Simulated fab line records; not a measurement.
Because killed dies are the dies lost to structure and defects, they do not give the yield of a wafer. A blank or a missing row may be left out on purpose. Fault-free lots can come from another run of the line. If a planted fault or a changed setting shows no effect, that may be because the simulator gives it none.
Chamber matching | flow gf180mcu | GF_STI_CMP_25 on cmp-02 has 4 sister chambers
The step polishes, stops on Si3N4, t overpolish 33 s, target thk 524.6 nm. 4 wafers are shown with their chamber, then 8 later ones without.

## WAFERS, EACH WITH ITS CHAMBER
wafer  | chamber | motor_current_A (A)
L878.4 | 3       | 13.2
L879.5 | 1       | 11.1
L879.6 | 0       | 11.3
L880.1 | 2       | 13.3

## WAFERS WHOSE CHAMBER IS MISSING
wafer  | motor_current_A (A)
L880.2 | 10.9
L880.4 | 11.4
L883.1 | 11.1
L883.3 | 10.4
L883.5 | 12.5
L889.2 | 11.7
L889.3 | 10.8
L889.4 | 12.7

## THE CHAMBER EACH PASSED THROUGH
wafer  | from the rows above               | in truth
L880.2 | can't be placed: 1 or 0           | 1
L880.4 | can't be placed: 0 or 1           | 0
L883.1 | can't be placed: 1 or 0           | 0
L883.3 | can't be placed: 1 or 0           | 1
L883.5 | can't be placed: 3 or 2 or 0 or 1 | 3
L889.2 | can't be placed: 0 or 1           | 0
L889.3 | can't be placed: 1 or 0           | 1
L889.4 | can't be placed: 3 or 2           | 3
Placed correctly: 0 of 8. Not placeable from these rows: 8 (in 8, the candidates include the true chamber). Placed wrongly: 0.
How it was worked out, from the rows above alone: a wafer's distance from a chamber is the root of the sum, over the readings, of the square of ((its reading less the chamber's mean) divided by the reading's scatter). The wafer belongs to the nearest chamber; if the next one is less than 2 further off, it can't be placed. For every chamber, the mean is computed from those of its wafers that are shown. The scatter (one wafer shown for each chamber): square how far every hidden wafer sits from the nearest shown wafer, average those squares and take the square root.
